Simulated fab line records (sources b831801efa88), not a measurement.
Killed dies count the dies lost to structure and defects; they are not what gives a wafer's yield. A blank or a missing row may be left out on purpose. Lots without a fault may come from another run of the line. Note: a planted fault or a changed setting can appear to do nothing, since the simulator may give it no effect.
2 desks looking at one fault :: flow sky130 :: numbers are kept per desk, each desk with only its own; the story behind them comes last

## THE TOOL OWNER'S DESK: pecvd-04
The tool's own readings at SKY_PASSIVATION_CVD_02 (deposits Si3N4, target thk 540 nm): means of the sampled wafers that have a number, for each lot that ran on this tool. Any lot whose mean is over 4 standard deviations away from the usual mean is out of limits and marked OUT; that distance is given in the brackets.
Columns: A = heater_power_w at SKY_PASSIVATION_CVD_02, usual 681 W
lot: L320
first seen here: day 46 05:44
A: 613

lot: L323
first seen here: day 47 11:19
A: 636

lot: L327
first seen here: day 47 21:39
A: 680

lot: L326
first seen here: day 48 04:07
A: 705

lot: L329
first seen here: day 48 09:43
A: 684

lot: L333
first seen here: day 48 19:09
A: 671
This desk found nothing out of limits on any of the 6 lots.

## AT THE METROLOGY DESK
Means of the sampled wafers that have a number, per lot and without regard to the tool the lot ran on: this is what the gauges read. Any lot whose mean is over 4 standard deviations away from the usual mean is out of limits and marked OUT; that distance is given in the brackets.
Columns: A = PASSIVATION_CVD_00_THK at SKY_PASSIVATION_THK_MEAS_01, usual 90.0 nm; B = PASSIVATION_CVD_02_THK at SKY_PASSIVATION_THK_MEAS_03, usual 538 nm
lot: L316
first seen here: day 44 06:41
A: 89.7
B: 542

lot: L319
first seen here: day 45 00:14
A: 89.7
B: 533

lot: L320
first seen here: day 46 05:41
A: 89.0
B: 530

lot: L323
first seen here: day 47 11:16
A: 91.0
B: 544

lot: L327
first seen here: day 47 21:35
A: 90.3
B: 541

lot: L326
first seen here: day 48 04:04
A: 90.0
B: 539

lot: L328
first seen here: day 48 07:59
A: 89.1
B: 538

lot: L329
first seen here: day 48 09:40
A: 88.7
B: 566 (+4.4) OUT

lot: L330
first seen here: day 48 17:04
A: 90.5
B: 536

lot: L333
first seen here: day 48 19:06
A: 88.6
B: 568 (+4.6) OUT

lot: L338
first seen here: day 49 16:47
A: 89.8
B: 538
Finding of this desk: L329, L333 out of limits, first seen on L329 at day 48 09:57 (PASSIVATION_CVD_02_THK at SKY_PASSIVATION_THK_MEAS_03). L316, L319, L320, L323, L327, L326, L328, L330, L338: within limits.

## TAKEN TOGETHER
Metrology desk: alarm possible at day 48 09:57 on L329, L333.
The tool owner's desk saw nothing out of limits.
Tool owner's desk: L329, L333 on record, inside its limits.
SKY_PASSIVATION_CVD_02 was run on pecvd-04 by each of the lots named.

## WHAT HAD BEEN PUT IN BY THE SIMULATOR
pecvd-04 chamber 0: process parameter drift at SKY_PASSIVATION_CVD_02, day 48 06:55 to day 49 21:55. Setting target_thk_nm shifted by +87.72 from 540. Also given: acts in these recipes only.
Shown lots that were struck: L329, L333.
Time in hours between the start of the fault and the first out-of-limits reading at each desk: metrology desk, 3.
